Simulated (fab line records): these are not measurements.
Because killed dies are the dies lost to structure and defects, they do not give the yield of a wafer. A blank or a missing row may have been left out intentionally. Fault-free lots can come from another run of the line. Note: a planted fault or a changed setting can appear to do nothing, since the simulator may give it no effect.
fab line records	flow sfq_line
record: lots: 14	wafers: 42	last_day: 83
route steps=325 shown M0@38 I2@103 R5@212 I7@309
lots untouched by any fault: they come from a run of this same line in which no faults occurred
start_h: the number of hours between the record's first day and the start of the first shown wafer of the lot	wait_h: hours since the lot's step before	" as in the row above	L1.1+2: a single row standing in for several wafers	- value missing, or start not given	* or withheld: withheld	< > ~ a bound
route shown NAME@n: a module of which the file shows steps, and the number in the route of the first	usual: mean/standard deviation taken from wafers without a fault	same: alike in all rows	chamber/n: place in a boat	sites: each site's reading	_std_site: their standard deviation	_edge_site: inner sites' mean taken away from outer sites' mean	radius_mm: for every site, how far away it sits from the centre of the wafer	mask NAME#n: copy n	behind: tool/chamber where the wafer was last shaped	hold: reason for holding the lot/hours on hold/outcome of the hold	device: transistor that didn't switch, given as n, p or np	end of line: at the end of the route, the tests of the same wafers	a step with no rows: only its recipe	killed: the dies lost at the first sort to structure and to defects; this is not the yield of the wafer	map: per-die view of a wafer (x killed, . not killed, _ where there is no die)
set.NAME: the setting that was run; set.NAME@STEP: the one run at that earlier step	model.NAME: the simulator's own value behind a step, which no gauge read
steps of the route over a sample of lots; a table a step, a row a wafer
services: the hour from which a tool's chamber was out of use, counted from the record's first day as start_h (under 0 if before that day), plus the number of hours and why
== steps ==
step: SFQ_M0_OVL_MEAS_906
usual: M0_OVL: 1/4.7
lot.wafer	tool	chamber	start_h	wait_h	M0_OVL[nm]
L570.2	overlay-01	-	179.67	0.1	-3
L570.5	"	-	"	"	0
L570.6	"	-	"	"	-7
L571.2	overlay-01	-	183.27	0.1	-4
L571.5	"	-	"	"	-3
L571.6	"	-	"	"	-1
L573.1	overlay-02	-	188.23	0.1	-1
L573.2	"	-	"	"	-3
L573.3	"	-	"	"	-10
L574.1	overlay-01	-	194.06	0.1	-3
L574.4	"	-	"	"	-2
L574.6	"	-	"	"	1
L579.4	overlay-02	-	214.58	0.1	-2
L579.5	"	-	"	"	9
L579.6	"	-	"	"	5
L580.1	overlay-02	-	215.76	0.1	1
L580.3	"	-	"	"	3
L580.5	"	-	"	"	-4
L582.1	overlay-02	-	232.12	0.1	-5
L582.3	"	-	"	"	-3
L582.6	"	-	"	"	-13
L585.3	overlay-01	-	249.24	0.1	1
L585.4	"	-	"	"	-1
L585.6	"	-	"	"	-3
L586.2	overlay-01	-	258.94	0.1	1
L586.5	"	-	"	"	3
L586.6	"	-	"	"	-2
L587.2	overlay-02	-	272.69	0.1	-1
L587.3	"	-	"	"	4
L587.5	"	-	"	"	3
L589.1	overlay-02	-	285.10	0.1	-1
L589.3	"	-	"	"	2
L589.6	"	-	"	"	3
L591.3	overlay-02	-	392.18	0.1	2
L591.4	"	-	"	"	3
L591.5	"	-	"	"	-1
L592.1	overlay-02	-	394.56	0.1	-6
L592.2	"	-	"	"	4
L592.6	"	-	"	"	1
L593.4	overlay-01	-	398.18	0.1	1
L593.5	"	-	"	"	1
L593.6	"	-	"	"	7
step: SFQ_TRILAYER_I2_DEP_PECVD_063
recipe: material: SiO2	temp_c: 150	time_s: 111.11	pressure_torr: 2.4	rf_w: 183.3	precursor: SiH4/N2O	target_thk_nm: 500
usual: heater_power_w: 76/14	throttle_valve_pct: 24.0/1.2
lot.wafer	tool	chamber	start_h	wait_h	heater_power_w	throttle_valve_pct
L570.2	pecvd-04	0	477.07	0.0	76	23.9
L570.5	"	2	"	"	79	25.5
L570.6	"	0	"	"	77	24.1
L571.2	pecvd-04	1	504.47	0.0	81	23.2
L571.5	"	2	"	"	79	25.7
L571.6	"	1	"	"	84	23.3
L573.1	pecvd-04	0	511.16	0.0	77	24.0
L573.2	"	2	"	"	74	25.8
L573.3	"	1	"	"	84	23.1
L574.1	pecvd-01	0	512.09	0.0	118	27.6
L574.4	"	2	"	"	64	26.7
L574.6	"	0	"	"	100	27.9
L579.4	pecvd-02	0	635.70	0.0	80	23.4
L579.5	"	1	"	"	64	23.0
L579.6	"	2	"	"	77	24.5
L580.1	pecvd-04	2	637.53	0.0	76	26.2
L580.3	"	0	"	"	69	24.2
L580.5	"	0	"	"	72	24.0
L582.1	pecvd-04	0	657.10	0.0	76	24.3
L582.3	"	2	"	"	80	26.2
L582.6	"	0	"	"	79	24.3
L585.3	pecvd-04	0	681.03	0.0	74	24.1
L585.4	"	1	"	"	87	23.6
L585.6	"	2	"	"	78	26.1
L586.2	pecvd-02	0	688.14	0.0	70	23.1
L586.5	"	2	"	"	81	24.6
L586.6	"	0	"	"	75	23.5
L587.2	pecvd-02	2	701.34	0.0	88	24.8
L587.3	"	0	"	"	66	23.2
L587.5	"	0	"	"	71	23.3
L589.1	pecvd-02	2	708.13	0.0	87	24.7
L589.3	"	0	"	"	80	23.5
L589.6	"	2	"	"	87	25.0
L591.3	pecvd-01	1	719.46	0.0	86	22.4
L591.4	"	2	"	"	47	24.2
L591.5	"	0	"	"	107	23.2
L592.1	pecvd-04	1	737.35	0.0	92	23.6
L592.2	"	2	"	"	78	26.5
L592.6	"	2	"	"	79	26.5
L593.4	pecvd-02	0	739.79	0.0	74	23.4
L593.5	"	1	"	"	51	23.1
L593.6	"	2	"	"	84	25.2
step: SFQ_TRILAYER_R5_DEP_SPUTTER_132
recipe: material: Ti	base_pressure_pa: 1.33e-06	target_thk_nm: 5	power_w: 2000	time_s: 5	chamber_pressure_pa: 0.4
usual: throttle_valve_pct: 29.8/0.84
lot.wafer	tool	chamber	start_h	wait_h	throttle_valve_pct
L570.2	pvd_sputter-06	-	1364.68	0.8	29.3
L570.5	"	-	"	"	29.2
L570.6	"	-	"	"	29.3
L571.2	pvd_sputter-06	-	1377.21	0.8	29.2
L571.5	"	-	"	"	29.3
L571.6	"	-	"	"	29.4
L573.1	pvd_sputter-06	-	1382.85	1.0	29.3
L573.2	"	-	"	"	29.8
L573.3	"	-	"	"	29.2
L574.1	pvd_sputter-06	-	1385.85	1.0	30.1
L574.4	"	-	"	"	29.3
L574.6	"	-	"	"	29.1
L579.4	pvd_sputter-06	-	1489.40	0.4	30.1
L579.5	"	-	"	"	29.2
L579.6	"	-	"	"	29.9
L580.1	pvd_sputter-06	-	1492.40	1.0	29.8
L580.3	"	-	"	"	29.0
L580.5	"	-	"	"	29.2
L582.1	pvd_sputter-03	-	1498.13	1.0	29.7
L582.3	"	-	"	"	30.6
L582.6	"	-	"	"	29.2
L585.3	pvd_sputter-03	-	1514.65	0.6	29.3
L585.4	"	-	"	"	30.4
L585.6	"	-	"	"	30.7
L586.2	pvd_sputter-06	-	1526.65	0.8	30.0
L586.5	"	-	"	"	29.2
L586.6	"	-	"	"	30.1
L587.2	pvd_sputter-03	-	1535.65	0.8	29.1
L587.3	"	-	"	"	30.4
L587.5	"	-	"	"	29.1
L589.1	pvd_sputter-04	-	1552.19	1.0	30.4
L589.3	"	-	"	"	28.7
L589.6	"	-	"	"	28.6
L591.3	pvd_sputter-03	-	1563.13	0.6	29.2
L591.4	"	-	"	"	29.2
L591.5	"	-	"	"	29.3
L592.1	pvd_sputter-06	-	1564.19	1.0	29.3
L592.2	"	-	"	"	30.1
L592.6	"	-	"	"	29.2
L593.4	pvd_sputter-06	-	1567.19	0.4	30.1
L593.5	"	-	"	"	29.2
L593.6	"	-	"	"	30.2
step: SFQ_TRILAYER_I7_VIA_STRIP_STRIP_191
recipe: gas: O2	power_w: 200	platen_temp_c: 40	overash_fraction: 0.65	chemistry: O2	pressure_mtorr: 50
usual: chamber_pressure_mTorr: 50.00/0.043	drypump_motor_current_A: 5.7/0.51	he_backside_leak_sccm: 3.59/0.28	oes_product_au: 0.997/0.0082
lot.wafer	tool	chamber	start_h	wait_h	chamber_pressure_mTorr	drypump_motor_current_A	he_backside_leak_sccm	oes_product_au	rf_hours_counter_h
L570.2	rie_metal-01	1	1670.74	-	49.94	5.6	3.60	1.010	87
L570.5	"	0	"	"	49.94	5.3	3.78	1.000	-
L570.6	"	1	"	"	49.98	5.7	3.61	1.006	-
L571.2	rie_metal-01	0	1683.94	-	50.05	5.3	3.38	0.989	114
L571.5	"	1	"	"	50.05	5.7	3.41	0.991	-
L571.6	"	0	"	"	49.91	5.3	3.51	1.000	-
L573.1	rie_metal-01	0	1694.54	-	49.90	5.3	3.53	0.986	116
L573.2	"	1	"	"	50.07	5.7	3.78	0.995	90
L573.3	"	0	"	"	49.94	5.3	3.58	1.006	-
L574.1	rie_metal-03	1	1699.34	-	49.97	5.0	3.49	0.992	23
L574.4	"	1	"	"	49.99	5.0	3.41	0.988	-
L574.6	"	0	"	"	49.91	5.9	3.38	0.992	-
L579.4	rie_metal-01	1	1754.12	-	-	-	-	-	-
L579.5	"	0	"	"	-	-	-	-	-
L579.6	"	1	"	"	-	-	-	-	-
L580.1	rie_metal-03	0	1762.32	-	-	-	-	-	-
L580.3	"	0	"	"	-	-	-	-	-
L580.5	"	0	"	"	-	-	-	-	-
L582.1	rie_metal-03	1	1820.15	-	49.98	5.0	3.77	0.986	40
L582.3	"	1	"	"	49.95	5.0	3.74	0.988	-
L582.6	"	0	"	"	49.98	5.9	3.38	1.002	-
L585.3	rie_metal-02	0	1832.15	-	50.01	6.6	3.38	0.984	-
L585.4	"	1	"	"	50.07	5.9	3.67	0.990	-
L585.6	"	0	"	"	50.00	6.6	3.45	1.003	-
L586.2	rie_metal-01	1	1849.29	-	49.98	5.7	3.61	0.998	116
L586.5	"	1	"	"	49.91	5.7	3.79	0.993	-
L586.6	"	0	"	"	49.95	5.3	3.35	0.993	-
L587.2	rie_metal-02	1	1870.94	-	50.00	6.0	3.76	0.987	100
L587.3	"	0	"	"	49.98	6.6	3.43	0.993	-
L587.5	"	1	"	"	50.02	6.0	3.93	1.000	-
L589.1	rie_metal-03	1	1900.86	-	49.99	5.0	3.72	1.002	51
L589.3	"	0	"	"	50.09	5.9	3.11	0.993	-
L589.6	"	0	"	"	50.06	5.9	3.28	0.997	-
L591.3	rie_metal-01	1	1910.66	-	50.11	5.7	3.68	1.015	-
L591.4	"	0	"	"	49.96	5.3	3.26	1.021	-
L591.5	"	1	"	"	49.93	5.7	3.65	1.004	-
L592.1	rie_metal-02	1	1912.86	-	50.04	5.9	3.81	1.001	106
L592.2	"	0	"	"	50.06	6.6	3.41	0.992	55
L592.6	"	0	"	"	50.01	6.6	3.53	0.989	-
L593.4	rie_metal-02	0	1915.46	-	49.97	6.6	3.53	0.980	-
L593.5	"	0	"	"	50.03	6.6	3.54	1.001	-
L593.6	"	1	"	"	50.07	6.0	3.89	0.991	-
== services ==
tool	chamber	start_h	hours	kind
pvd_sputter-06	-	556.88	7.3	repair
pvd_sputter-06	-	569.20	4.4	repair
pecvd-04	-	584.21	14.6	pm
pvd_sputter-06	-	663.17	1.2	repair
pvd_sputter-06	-	761.82	15.5	repair
pecvd-04	0	826.15	6.6	repair
pecvd-04	-	878.07	1.2	repair
pvd_sputter-06	-	931.23	8.2	repair
pvd_sputter-06	-	1059.35	2.2	repair
pecvd-04	-	1062.62	0.4	repair
pvd_sputter-06	-	1072.06	0.7	repair
pecvd-04	2	1099.63	22.5	repair
pvd_sputter-06	-	1113.80	50.0	repair
pecvd-04	0	1204.06	13.8	repair
pecvd-04	-	1275.89	1.3	repair
pecvd-04	-	1316.75	14.0	pm
pecvd-04	-	1330.75	2.8	pm
pecvd-04	1	1347.46	13.5	repair
pecvd-04	-	1369.15	0.7	repair
pvd_sputter-06	-	1431.34	4.4	repair
pvd_sputter-06	-	1674.63	3.9	repair
pvd_sputter-06	-	1736.35	2.1	repair
pvd_sputter-06	-	1771.63	41.6	repair
pvd_sputter-06	-	1850.42	0.8	repair
== key ==
first_sign: step: SFQ_TRILAYER_I7_VIA_STRIP_STRIP_191	reading: tool_record	direction: missing
effect none on later readings
met_at SFQ_TRILAYER_I7_VIA_STRIP_STRIP_191
struck_lots L579,L580
not_acting_at SFQ_M0_OVL_MEAS_906,SFQ_TRILAYER_I2_DEP_PECVD_063,SFQ_TRILAYER_R5_DEP_SPUTTER_132
onset_between 1699.34 1754.12
fault: kind: skipped_step_whole	tool: rie_metal-01,rie_metal-03	chamber: -	onset_h: 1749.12	steps: SFQ_TRILAYER_I7_VIA_STRIP_STRIP_191	scope: struck_lots_only
